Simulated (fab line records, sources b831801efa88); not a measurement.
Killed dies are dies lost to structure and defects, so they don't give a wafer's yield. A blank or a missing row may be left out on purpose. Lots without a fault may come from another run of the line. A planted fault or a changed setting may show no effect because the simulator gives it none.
A struck lot beside a sound one | flow sky130 | 29 steps out of a route of 708
Sound: wafers L212.2, L212.4, L212.5. Struck: wafer L220.5. (L220.1, L220.4 of the same lot were not struck and are left out.) The cause comes at the end.
At each step with rows: each side's tool, then ch and its chambers, then its first start. Under that, the readings that differ: sound wafers | struck wafers | difference of the means | sigmas: that difference in standard deviations of wafers without a fault.
alike: readings whose means differ by less than 2 such deviations, and words and numbers that are the same on both sides. not compared: withheld readings, readings that some wafer has no value for, bounds like >300 that may hide the same value, and numbers for which the record gives no deviation and whose values overlap.
The two part at a step that has a row with sigmas, a row that says differs or no value, or rows on one side only. Numbers that don't overlap but have no deviation are shown without sigmas and don't part them. A reading that every wafer of one side lacks parts them only if that side has two wafers or more.

first, 3 steps without rows for these wafers: SKY_METAL1_EXPOSE_12 (exposes mask MM1, target cd 140 nm); SKY_METAL1_PEB_13; SKY_METAL1_DEVELOP_14 (develop time 60 s).
SKY_METAL1_CD_MEAS_15: target cd 140 nm.
  sound on cd_sem-01, day 33 11:48; struck on cd_sem-01, day 36 15:55
  alike: cd_nm
SKY_METAL1_OVL_MEAS_16:
  sound on overlay-01, day 33 11:55; struck on overlay-01, day 36 16:02
  alike: METAL1_OVL
then, 1 step without rows for these wafers: SKY_METAL1_DESCUM_17 (chemistry O2, time 8 s).
SKY_METAL1_ETCH_18: etches BARC in N2/H2, stops on SiO2, time 45.9 s, target depth 60 nm.
  sound on rie_metal-04 ch 0,1, day 33 11:58; struck on rie_metal-01 ch 0, day 36 16:07
  alike: drypump_motor_current_A, oes_product_au, throttle_valve_pct
  not compared: rf_hours_counter_h
SKY_METAL1_METAL_ETCH_19: etches the open film in Cl2/BCl3, stops on SiO2, target depth 360 nm, time 78 s.
  sound on rie_metal-04 ch 0,1, day 33 12:02; struck on rie_metal-01 ch 0, day 36 16:10
  alike: drypump_motor_current_A, oes_product_au, throttle_valve_pct
  not compared: rf_hours_counter_h
then, 4 steps without rows for these wafers: SKY_METAL1_STRIP_20 (strips in O2/N2); SKY_METAL1_STRIP_21 (strips in post etch residue remover, time 1200 s); SKY_METAL1_CLEAN_22 (cleans in IPA, time 180 s); SKY_METAL1_CLEAN_23 (cleans in O3/DIW).
SKY_VIA1_HDPCVD_00: deposits SiO2, target thk 1030 nm, time 171.7 s.
  sound on hdpcvd-02 ch 0,2, day 33 12:45; struck on hdpcvd-02 ch 0,1,2, day 36 16:54
SKY_VIA1_THK_MEAS_01:
  sound on film_metro-03, day 33 12:53; struck on film_metro-04, day 36 17:01
  reading              | sound          | struck | difference | sigmas
  VIA1_HDPCVD_THK (nm) | 1019 1026 1039 | 910    | -118       | -12
SKY_VIA1_CMP_02: polishes SiO2.
  sound on cmp-02 ch 2,3, day 33 12:56; struck on cmp-02 ch 3, day 36 17:10
  alike: motor_current_A
SKY_VIA1_BOW_MEAS_03:
  sound on film_metro-04, day 33 13:15; struck on film_metro-03, day 36 17:22
  alike: VIA1_BOW
then, 8 steps without rows for these wafers: SKY_VIA1_DEHYDRATE_04 (time 60 s); SKY_VIA1_HMDS_05 (prime time 60 s); SKY_VIA1_COAT_06 (resist thk 60 nm); SKY_VIA1_COAT_07 (resist thk 450 nm); SKY_VIA1_SOFTBAKE_08 (time 90 s); SKY_VIA1_EXPOSE_09 (exposes mask VIM, target cd 150 nm); SKY_VIA1_PEB_10; SKY_VIA1_DEVELOP_11 (develop time 60 s).
SKY_VIA1_CD_MEAS_12: target cd 150 nm.
  sound on cd_sem-02, day 34 13:51; struck on cd_sem-01, day 37 18:26
  alike: cd_nm
SKY_VIA1_OVL_MEAS_13:
  sound on overlay-02, day 34 13:58; struck on overlay-02, day 37 18:33
  alike: VIA1_OVL
SKY_VIA1_ETCH_14: etches BARC in N2/H2, stops on SiO2, time 45.9 s, target depth 60 nm.
  sound on rie_diel-03 ch 0,1,2, day 34 13:59; struck on rie_diel-01 ch 3, day 37 18:35
  alike: drypump_motor_current_A, oes_product_au, throttle_valve_pct
  not compared: rf_hours_counter_h
SKY_VIA1_ETCH_15: etches SiO2 in C4F8/O2/Ar, stops on TiN, target depth 351 nm, time 54 s.
  sound on rie_diel-03 ch 0,1,2, day 34 14:02; struck on rie_diel-01 ch 3, day 37 18:38
  reading               | sound             | struck | difference | sigmas
  oes_product_au (a.u.) | 0.981 0.982 0.991 | 0.763  | -0.222     | -40
  not compared: rf_hours_counter_h
SKY_VIA1_STRIP_16: strips in O2/N2.
  sound on plasma_asher-03 ch 1, day 34 14:05; struck on plasma_asher-01 ch 0, day 37 18:41
  alike: drypump_motor_current_A, oes_product_au, strip_time_to_endpoint_s
  not compared: rf_hours_counter_h

WHERE THEY PART
First at SKY_VIA1_THK_MEAS_01; last, within this record, at SKY_VIA1_ETCH_15. Later steps at which nothing parts them and some readings are alike: SKY_VIA1_STRIP_16.

WHY: what the simulator had put in
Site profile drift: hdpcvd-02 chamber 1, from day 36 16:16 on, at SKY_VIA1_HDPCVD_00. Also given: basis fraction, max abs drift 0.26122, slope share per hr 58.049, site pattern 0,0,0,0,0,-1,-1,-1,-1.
